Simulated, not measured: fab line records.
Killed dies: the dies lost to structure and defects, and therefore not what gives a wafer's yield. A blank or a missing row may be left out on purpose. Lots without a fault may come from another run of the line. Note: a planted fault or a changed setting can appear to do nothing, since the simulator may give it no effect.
fab line records	flow sky130
record lots=5	wafers=15	lastDay=50
route steps=708 shown SONOS_ONO@171 PAD_OPEN@708
lots with no fault: from the same line, run without faults
startH: hours from the record's first day to the start of the lot's first wafer shown	waitH: time in hours since the lot's previous step	" same as the row above	L1.1+2: a single row standing in for several wafers	- no value present, or no start provided	* or withheld: withheld	< > ~ a bound
route shown NAME@n: a module of which the file shows steps, and the number in the route of the first	usual: average and standard deviation across the fault-free wafers	same: alike in all rows	chamber/n: place in a boat	sites: each site's reading	_std_site: their standard deviation	_edge_site: outer sites' mean less inner sites'	radiusMm: how far each site lies from the wafer's centre	mask NAME#n: copy n	behind: the last tool/chamber to shape the wafer	hold: the reason the lot was held/the length of the hold in hours/how it ended	device: which transistor (n, p or np) failed to switch	end of line: the same wafers' tests at the end of the route	a step without rows: its recipe alone	killed: count of dies lost to structure and defects at first sort (not the wafer's yield)	map: a wafer's dies, marking killed ones x, the rest . and places with no die _
set.NAME: the setting the step ran with; set.NAME@STEP: the setting that earlier step ran with	model.NAME: the simulator's own value behind a step, which no gauge read
certain route steps with their lots: each step a table, each wafer a row
services: from which hour (startH, from the record's first day; less than 0 if before it) a tool's chamber was out of use, for how many hours, and why
## steps
# step SKY_SONOS_ONO_THK_MEAS_03
# recipe reads=Si3N4_of_SONOS_ONO_CVD_02
# usual SONOS_ONO_CVD_02_THK=10.49/0.13
lot.wafer	tool	chamber	startH	waitH	SONOS_ONO_CVD_02_THK[nm]
L296.1	filmMetro-03	-	306.47	0.0	10.44
L296.4	"	-	"	"	10.49
L296.5	"	-	"	"	10.54
L298.1	filmMetro-03	-	318.14	0.0	10.45
L298.2	"	-	"	"	10.30
L298.4	"	-	"	"	10.14
L307.2	filmMetro-03	-	401.78	0.0	10.36
L307.5	"	-	"	"	10.27
L307.6	"	-	"	"	10.40
L309.3	filmMetro-02	-	407.19	0.0	10.58
L309.5	"	-	"	"	10.64
L309.6	"	-	"	"	10.51
L310.1	filmMetro-03	-	437.43	0.0	10.30
L310.5	"	-	"	"	10.31
L310.6	"	-	"	"	10.30
# step SKY_SONOS_ONO_CVD_04
# recipe material=SiO2	precursor=SiH4/N2O	targetThkNm=5.7199	tempC=900	pressureMtorr=400
# step SKY_SONOS_ONO_THK_MEAS_05
# recipe reads=SiO2_of_SONOS_ONO_CVD_04
# usual SONOS_ONO_CVD_04_THK=5.76/0.11
lot.wafer	tool	chamber	startH	waitH	SONOS_ONO_CVD_04_THK[nm]
L296.1	filmMetro-02	-	307.78	0.0	5.77
L296.4	"	-	"	"	5.74
L296.5	"	-	"	"	5.67
L298.1	filmMetro-03	-	319.45	0.0	5.84
L298.2	"	-	"	"	5.81
L298.4	"	-	"	"	5.75
L307.2	filmMetro-01	-	403.09	0.0	5.59
L307.5	"	-	"	"	5.52
L307.6	"	-	"	"	5.69
L309.3	filmMetro-03	-	408.50	0.0	5.64
L309.5	"	-	"	"	5.76
L309.6	"	-	"	"	5.67
L310.1	filmMetro-02	-	439.37	0.0	5.73
L310.5	"	-	"	"	5.91
L310.6	"	-	"	"	5.80
# step SKY_SONOS_ONO_DEHYDRATE_06
# recipe tempC=200	timeS=60
# step SKY_SONOS_ONO_HMDS_07
# recipe primeTimeS=60	primeTempC=120
# step SKY_SONOS_ONO_COAT_08
# recipe resist=NOVOLAK	spinRpm=3057	resistThkNm=1140
# step SKY_SONOS_ONO_SOFTBAKE_09
# recipe tempC=90	timeS=60	resist=NOVOLAK
# step SKY_SONOS_ONO_EXPOSE_10
# recipe maskId=ONOM	targetCdNm=410	na=0.6	sourceShape=conventional	sigmaOuter=0.6	doseMj=150
# step SKY_SONOS_ONO_PEB_11
# recipe tempC=withheld	timeS=*	resist=NOVOLAK
# step SKY_SONOS_ONO_DEVELOP_12
# recipe developTimeS=60	devTempC=23
# step SKY_SONOS_ONO_CD_MEAS_13
# recipe targetCdNm=410
# usual cdNm=408.9/2.3
lot.wafer	tool	chamber	startH	waitH	cdNm
L296.1	cdSem-02	-	333.38	0.1	404.8
L296.4	"	-	"	"	404.4
L296.5	"	-	"	"	408.6
L298.1	cdSem-02	-	344.71	0.1	408.8
L298.2	"	-	"	"	411.0
L298.4	"	-	"	"	409.7
L307.2	cdSem-01	-	432.49	0.1	414.0
L307.5	"	-	"	"	412.7
L307.6	"	-	"	"	410.6
L309.3	cdSem-01	-	437.80	0.1	411.4
L309.5	"	-	"	"	410.1
L309.6	"	-	"	"	410.7
L310.1	cdSem-01	-	469.36	0.1	407.4
L310.5	"	-	"	"	408.6
L310.6	"	-	"	"	406.9
# step SKY_SONOS_ONO_OVL_MEAS_14
# usual SONOS_ONO_OVL=-0.9/1.4
lot.wafer	tool	chamber	startH	waitH	SONOS_ONO_OVL[nm]
L296.1	overlay-02	-	333.50	0.1	0.1
L296.4	"	-	"	"	-1.0
L296.5	"	-	"	"	1.1
L298.1	overlay-01	-	344.83	0.1	0.9
L298.2	"	-	"	"	-0.1
L298.4	"	-	"	"	-1.0
L307.2	overlay-01	-	432.60	0.1	2.2
L307.5	"	-	"	"	1.0
L307.6	"	-	"	"	2.8
L309.3	overlay-01	-	437.89	0.1	-1.3
L309.5	"	-	"	"	-1.2
L309.6	"	-	"	"	-0.8
L310.1	overlay-02	-	469.48	0.1	1.3
L310.5	"	-	"	"	-0.4
L310.6	"	-	"	"	1.4
# step SKY_SONOS_ONO_ETCH_15
# recipe targetDepthNm=19.52	chemistry=CHF3/O2	sourceW=600	biasW=200	pressureMtorr=40	chf3FlowSccm=50	O2_flow_sccm=5	timeS=7.8
# usual chf3FlowSccm=50.01/0.15	drypumpMotorCurrentA=5.7/0.47	oesProductAu=0.997/0.011	throttleValvePct=8.824/0.0087
lot.wafer	tool	chamber	startH	waitH	chf3FlowSccm	drypumpMotorCurrentA	oesProductAu	rfHoursCounterH	throttleValvePct	model.SONOS_ONO.featureDepthNm	model.etch.depthNm	model.NOVOLAK_of_SONOS_ONO_COAT_08.thkNm
L296.1	rieDiel-01	3	333.54	0.0	50.12	5.6	0.983	9	8.828	19.15	19.15	1114
L296.4	"	2	"	"	50.03	6.1	1.002	9	8.808	19.82	19.82	1115
L296.5	"	3	"	"	50.00	5.6	0.983	-	8.827	19.11	19.11	1111
L298.1	rieDiel-02	0	344.87	0.0	49.97	5.1	0.990	7	8.826	19.02	19.02	1113
L298.2	"	2	"	"	50.04	5.5	0.988	103	8.828	19.26	19.26	1110
L298.4	"	3	"	"	49.77	5.9	1.006	77	8.811	19.65	19.65	1113
L307.2	rieDiel-01	0	432.63	0.0	49.99	4.8	0.757	12	8.767	12.04	12.04	1117
L307.5	"	2	"	"	50.14	6.1	1.008	-	8.814	19.72	19.72	1114
L307.6	"	3	"	"	50.22	5.6	0.988	-	8.829	19.15	19.15	1114
L309.3	rieDiel-02	1	437.92	0.0	50.04	6.4	0.989	28	8.812	19.36	19.36	1111
L309.5	"	1	"	"	50.02	6.4	0.996	-	8.820	19.37	19.37	1112
L309.6	"	3	"	"	49.96	5.8	0.991	-	8.835	19.56	19.56	1110
L310.1	rieDiel-02	0	469.52	0.0	49.75	5.1	0.986	10	8.824	19.17	19.17	1113
L310.5	"	1	"	"	49.95	6.4	0.996	-	8.815	19.46	19.46	1114
L310.6	"	0	"	"	49.78	5.1	0.992	-	8.813	19.15	19.15	1114
# step SKY_SONOS_ONO_WET_ETCH_16
# recipe chemistry=dHF	targetDepthNm=14	dry=n2Spin	target=SiO2	dilution=100:1	tempC=25	timeS=280
# step SKY_PAD_OPEN_PROBE_99
# usual killed_at_M0_to_M3=43/7	killed_at_M4_up=3.3/1.8	killedAtContacts=24/6.2	killedAtFrontEnd=16/4.7	killedAtOther=0.4/0.58	killedDies=87/10	killedOpen=47/6.4	killedShort=39/7
# same grossDies=492	killedAtBackSide=0
lot.wafer	tool	chamber	startH	waitH	killed_at_M0_to_M3	killed_at_M4_up	killedAtContacts	killedAtFrontEnd	killedAtOther	killedDies	killedOpen	killedShort	model.etest.nfet_16v.rOnOhmUm	model.etest.pfet_16v.rOnOhmUm	model.etest.pfetG5v0d10v5.rOnOhmUm	model.etest.nfetG5v0d10v5.rOnOhmUm	model.etest.nfetG5v0d10v5.driveUaUm	model.etest.tipSonos.rsOhmSq	model.etest.nfet_05v0_nvt.driveUaUm	model.etest.nfet_16v.driveUaUm
L296.1	prober-01	-	1121.35	0.1	58	5	32	19	1	115	46	69	1.402e+04	1.548e+04	4814	1864	606.3	2640	579.8	222.5
L296.4	prober-01	-	1121.50	0.2	53	5	31	8	0	97	55	42	1.395e+04	1.538e+04	4869	1887	609.5	2692	571.2	220.9
L296.5	prober-01	-	1121.55	0.2	47	7	28	11	1	94	52	42	1.394e+04	1.563e+04	4808	1886	609.4	2685	579.1	223.3
L298.1	prober-01	-	1123.40	0.1	39	2	25	17	0	83	45	38	1.406e+04	1.539e+04	4842	1902	607.9	2716	574.7	223
L298.2	prober-01	-	1123.45	0.1	43	6	18	10	0	77	42	35	1.39e+04	1.512e+04	4738	1882	610.6	2720	580	225.9
L298.4	prober-01	-	1123.55	0.2	34	3	22	16	1	76	37	39	1.407e+04	1.513e+04	4853	1896	604.5	2737	573	223.4
L307.2	prober-01	-	1181.54	0.1	44	5	19	15	1	84	47	36	1.787e+04	1.626e+04	5500	2449	398.6	2806	422.8	133.3
L307.5	prober-01	-	1181.69	0.2	47	7	22	12	0	88	43	45	1.417e+04	1.499e+04	4759	1903	603.2	2654	581	218.1
L307.6	prober-01	-	1181.74	0.2	32	5	29	23	0	89	44	45	1.422e+04	1.489e+04	4741	1889	608.1	2635	578.7	222
L309.3	prober-02	-	1184.18	0.2	31	3	28	13	0	75	44	31	1.426e+04	1.502e+04	4679	1853	611.6	2591	581.2	222
L309.5	prober-02	-	1184.28	0.2	39	2	16	22	1	80	40	40	1.421e+04	1.53e+04	4669	1880	601.5	2662	575.3	220.1
L309.6	prober-02	-	1184.33	0.2	44	2	15	19	1	81	52	29	1.418e+04	1.506e+04	4678	1871	606.1	2632	577	221
L310.1	prober-01	-	1197.89	0.1	44	1	33	13	0	91	47	42	1.394e+04	1.516e+04	4756	1885	596.4	2716	574.8	223.8
L310.5	prober-01	-	1198.09	0.2	46	4	34	15	0	99	51	48	1.393e+04	1.558e+04	4804	1885	607.2	2673	580	224.9
L310.6	prober-01	-	1198.14	0.2	50	7	29	20	0	106	53	53	1.383e+04	1.507e+04	4740	1886	604.4	2681	578	223.8
# killed by level:class
L296.1 METAL2:geometricParticle:short=10 CONTACT:geometricParticle:open=9 METAL1:geometricParticle:short=9 VIA1:geometricParticle:open=9 LOCAL_INTERCONNECT:geometricParticle:short=8 VIA3:geometricParticle:open=7 CONTACT:geometricParticle:short=6 LI_CONTACT:geometricParticle:open=6
L296.4 LI_CONTACT:geometricParticle:open=11 VIA1:geometricParticle:open=9 CONTACT:geometricParticle:open=9 VIA2:geometricParticle:open=9 VIA1:geometricParticle:short=8 METAL2:geometricParticle:short=5 VIA3:geometricParticle:open=5 CONTACT:geometricParticle:short=4
L296.5 VIA1:geometricParticle:open=12 LI_CONTACT:geometricParticle:open=8 METAL1:geometricParticle:short=8 CONTACT:geometricParticle:open=8 VIA2:geometricParticle:open=8 METAL4:geometricParticle:short=6 VIA1:geometricParticle:short=5 FIELD_ISO:geometricParticle:open=4
L298.1 CONTACT:geometricParticle:open=11 FIELD_ISO:geometricParticle:open=8 METAL1:geometricParticle:short=7 FIELD_ISO:geometricParticle:short=6 VIA3:geometricParticle:open=6 CONTACT:geometricParticle:short=6 VIA1:geometricParticle:open=6 VIA2:geometricParticle:open=6
L298.2 VIA2:geometricParticle:open=11 VIA1:geometricParticle:open=8 VIA1:geometricParticle:short=5 LOCAL_INTERCONNECT:geometricParticle:short=4 CONTACT:geometricParticle:short=4 CONTACT:geometricParticle:open=4 METAL2:geometricParticle:short=4 FIELD_ISO:geometricParticle:open=3
L298.4 CONTACT:geometricParticle:open=11 VIA1:geometricParticle:open=7 VIA1:geometricParticle:short=6 FIELD_ISO:geometricParticle:open=4 FIELD_ISO:geometricParticle:short=4 LOCAL_INTERCONNECT:geometricParticle:short=4 VIA2:geometricParticle:open=4 METAL1:geometricParticle:short=4
L307.2 CONTACT:geometricParticle:open=10 VIA3:geometricParticle:open=8 METAL1:geometricParticle:short=7 VIA1:geometricParticle:open=7 VIA2:geometricParticle:open=5 METAL3:geometricParticle:short=5 POLY_GATE:geometricParticle:open=4 LOCAL_INTERCONNECT:geometricParticle:open=4
L307.5 VIA1:geometricParticle:open=11 METAL1:geometricParticle:short=8 LOCAL_INTERCONNECT:geometricParticle:short=7 VIA3:geometricParticle:open=6 METAL4:geometricParticle:short=6 FIELD_ISO:geometricParticle:open=5 CONTACT:geometricParticle:short=5 VIA2:geometricParticle:open=5
L307.6 LOCAL_INTERCONNECT:geometricParticle:short=10 CONTACT:geometricParticle:open=7 VIA2:geometricParticle:open=7 CONTACT:geometricParticle:short=6 FIELD_ISO:geometricParticle:open=5 POLY_GATE:geometricParticle:short=5 VIA3:geometricParticle:open=5 METAL2:geometricParticle:short=5
L309.3 CONTACT:geometricParticle:open=13 VIA1:geometricParticle:open=8 VIA3:geometricParticle:open=5 LI_CONTACT:geometricParticle:open=4 VIA1:geometricParticle:short=4 FIELD_ISO:geometricParticle:short=3 FIELD_ISO:geometricParticle:open=3 POLY_GATE:geometricParticle:short=3
L309.5 VIA1:geometricParticle:open=8 POLY_GATE:geometricParticle:short=6 CONTACT:geometricParticle:open=6 FIELD_ISO:geometricParticle:open=5 VIA2:geometricParticle:open=5 POLY_GATE:geometricParticle:open=5 METAL2:geometricParticle:short=5 CONTACT:geometricParticle:short=4
L309.6 FIELD_ISO:geometricParticle:open=10 VIA3:geometricParticle:open=8 CONTACT:geometricParticle:open=7 METAL1:geometricParticle:short=6 VIA1:geometricParticle:open=6 VIA3:geometricParticle:short=6 METAL2:geometricParticle:short=5 VIA2:geometricParticle:open=4
L310.1 CONTACT:geometricParticle:open=14 VIA1:geometricParticle:open=9 VIA3:geometricParticle:open=9 METAL2:geometricParticle:short=7 LOCAL_INTERCONNECT:geometricParticle:short=6 VIA1:geometricParticle:short=6 METAL1:geometricParticle:short=5 CONTACT:geometricParticle:short=5
L310.5 VIA1:geometricParticle:open=12 VIA3:geometricParticle:open=10 CONTACT:geometricParticle:open=9 CONTACT:geometricParticle:short=8 METAL2:geometricParticle:short=8 LI_CONTACT:geometricParticle:open=7 LI_CONTACT:geometricParticle:short=5 LOCAL_INTERCONNECT:geometricParticle:short=5
L310.6 METAL2:geometricParticle:short=12 LI_CONTACT:geometricParticle:open=9 CONTACT:geometricParticle:open=9 VIA3:geometricParticle:open=9 FIELD_ISO:geometricParticle:open=6 VIA2:geometricParticle:open=5 VIA1:geometricParticle:short=5 POLY_GATE:geometricParticle:short=4
## services
tool	chamber	startH	hours	kind
rieDiel-01	3	382.50	5.3	repair
rieDiel-01	2	417.03	5.7	repair
rieDiel-02	2	429.73	-	clean
rieDiel-02	2	429.73	17.4	scheduledDown
rieDiel-02	2	429.73	17.4	ventCycle
rieDiel-01	1	444.61	1.8	repair
rieDiel-02	-	446.61	2.8	pm
rieDiel-02	3	466.97	5.4	repair
## key
firstSign step=SKY_SONOS_ONO_ETCH_15	reading=oesProductAu	direction=down	sigmas=23	usual=0.997	struck=0.757
effect step=SKY_SONOS_ONO_ETCH_15	reading=throttleValvePct	direction=down	sigmas=6.5	usual=8.824	struck=8.767
modelEffect step=SKY_SONOS_ONO_ETCH_15	value=SONOS_ONO.featureDepthNm	without=19.42	struck=12.04
modelEffect step=SKY_PAD_OPEN_PROBE_99	value=etest.nfet_16v.rOnOhmUm	without=1.423e+04	struck=1.787e+04
metAt SKY_SONOS_ONO_ETCH_15
struckWafers L307.2
testerLeftOut L307
fault kind=processParameterDrift	tool=rieDiel-01	chamber=0	onsetH=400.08	steps=SKY_SONOS_ONO_ETCH_15	channel=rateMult	offset=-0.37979	shape=step	endH=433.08
# testerLeftOut: of these lots the tester's yield and bins aren't shown, on N5 and GAA mostly nor the transistor test; their killed dies are dies lost to structure and defects alone, not to doping, threshold or leakage, so they don't give the yield
